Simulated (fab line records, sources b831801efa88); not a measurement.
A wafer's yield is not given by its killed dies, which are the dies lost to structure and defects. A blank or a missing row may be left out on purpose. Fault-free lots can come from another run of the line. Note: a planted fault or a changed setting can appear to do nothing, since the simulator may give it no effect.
Chamber matching | flow gf180mcu | hdpcvd-02 running GF_V4_CVD_00: 3 sister chambers
The step deposits SiO2, target thk 600 nm, time 100 s. 6 wafers are shown with their chamber, then 8 later ones without.

== WAFERS PAIRED WITH THEIR CHAMBERS ==
wafer  | chamber | sih4-flow-sccm (sccm)
L717.4 | 1       | 60.12
L719.4 | 1       | 59.91
L723.2 | 2       | 60.03
L723.5 | 2       | 60.10
L723.6 | 0       | 59.90
L724.1 | 0       | 59.72

== WAFERS MISSING THEIR CHAMBER ==
wafer  | sih4-flow-sccm (sccm)
L724.2 | 60.38
L724.5 | 60.30
L736.2 | 59.97
L736.4 | 59.95
L736.5 | 60.02
L738.3 | 59.94
L738.4 | 60.23
L738.6 | 59.92

== WHICH CHAMBER EACH WENT THROUGH ==
wafer  | from the rows above          | in truth
L724.2 | can't be placed: 2 or 1      | 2
L724.5 | can't be placed: 2 or 1      | 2
L736.2 | can't be placed: 1 or 2 or 0 | 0
L736.4 | can't be placed: 1 or 2 or 0 | 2
L736.5 | can't be placed: 1 or 2 or 0 | 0
L738.3 | can't be placed: 1 or 2 or 0 | 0
L738.4 | can't be placed: 2 or 1      | 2
L738.6 | can't be placed: 1 or 0 or 2 | 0
Correct placement for 0 of the 8. Can't be placed from these rows: 8 (the true chamber is among the candidates in 8). 0 placed wrongly.
How it was worked out, from the rows above alone: a wafer's distance from a chamber is the root of the sum, over the readings, of the square of ((its reading less the chamber's mean) divided by the reading's scatter). The wafer belongs to the nearest chamber; if the next one is less than 2 further off, it can't be placed. Each chamber's mean is taken over the wafers shown for it. The scatter: the root of (the sum of the squares of (reading less its chamber's mean) over the shown wafers, divided by (wafers less chambers)).
